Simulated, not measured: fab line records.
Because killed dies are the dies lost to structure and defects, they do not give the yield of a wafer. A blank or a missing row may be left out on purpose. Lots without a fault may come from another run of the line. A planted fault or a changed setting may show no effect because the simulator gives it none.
One fault through the eyes of 2 desks + flow sky130 + each desk has only its own numbers; what lay behind them comes last

== FROM THE METROLOGY DESK ==
What the gauges read for every lot (on any tool): the sampled wafers with a number, averaged. The brackets show how far a lot's mean lies from the usual mean; more than 4 standard deviations puts the lot out of limits, marked OUT.
Columns: A = VT_ADJUST_NCORE_TW at SKY_VT_ADJUST_NCORE_TW_MEAS_11, usual 218.8; B = cd_nm at SKY_SD_P_CD_MEAS_07, usual 380.5 nm
| lot  | first seen here | A              | B     |
|------|-----------------|----------------|-------|
| L255 | day 9 07:50     | 215.5          | 382.5 |
| L256 | day 9 09:03     | 222.3          | 382.8 |
| L257 | day 9 17:33     | 221.7          | 378.8 |
| L260 | day 10 14:11    | 215.0          | 380.5 |
| L265 | day 11 20:11    | 30.1 (-75) OUT | 382.2 |
| L267 | day 12 15:52    | 220.4          | 378.5 |
| L270 | day 13 05:48    | 220.1          | 381.4 |
| L272 | day 13 20:04    | 215.5          | 378.8 |
| L273 | day 14 00:31    | 215.8          | 379.9 |
| L274 | day 14 10:07    | 220.2          | 380.4 |
| L275 | day 14 15:41    | 219.4          | 382.3 |
| L276 | day 15 10:18    | 222.5          | 380.3 |
| L278 | day 15 17:20    | 222.9          | 381.5 |
This desk reports L265 out of limits; the earliest was L265 at day 11 20:11 (VT_ADJUST_NCORE_TW at SKY_VT_ADJUST_NCORE_TW_MEAS_11). In limits: L255, L256, L257, L260, L267, L270, L272, L273, L274, L275, L276, L278.

== AT THE TOOL OWNER'S DESK: plasma_asher-02 ==
The tool's own readings at SKY_VT_ADJUST_LVTN_STRIP_20 (strips in O2/N2): means of the sampled wafers that have a number, for each lot that ran on this tool. The brackets show how far a lot's mean lies from the usual mean; more than 4 standard deviations puts the lot out of limits, marked OUT.
Columns: A = drypump_motor_current_A at SKY_VT_ADJUST_LVTN_STRIP_20, usual 5.87 A; B = oes_product_au at SKY_VT_ADJUST_LVTN_STRIP_20, usual 0.715 a.u.; C = strip_time_to_endpoint_s at SKY_VT_ADJUST_LVTN_STRIP_20, usual 14.17 s
| lot  | first seen here | A    | B               | C     |
|------|-----------------|------|-----------------|-------|
| L255 | day 8 09:28     | 6.35 | 0.720           | 14.13 |
| L265 | day 10 20:32    | 6.13 | 0.936 (+45) OUT | -     |
| L275 | day 13 13:35    | 6.34 | 0.717           | 14.11 |
Finding of this desk: L265 out of limits; the first was L265 at day 10 20:32, on oes_product_au at SKY_VT_ADJUST_LVTN_STRIP_20. In limits: L255, L275.

== PUT TOGETHER ==
An alarm could have come from the tool owner's desk at day 10 20:32, on L265.
At day 11 20:11 the metrology desk could have sounded an alarm, on L265.
Of the lots named, all ran SKY_VT_ADJUST_LVTN_STRIP_20 on plasma_asher-02.

== WHAT THE SIMULATOR HAD PUT IN ==
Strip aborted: plasma_asher-02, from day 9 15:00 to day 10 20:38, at SKY_VT_ADJUST_LVTN_STRIP_20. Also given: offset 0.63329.
Lots struck among those shown: L265.
Hours from the fault's start to each desk's first reading out of limits: the tool owner's desk, 30; the metrology desk, 53.
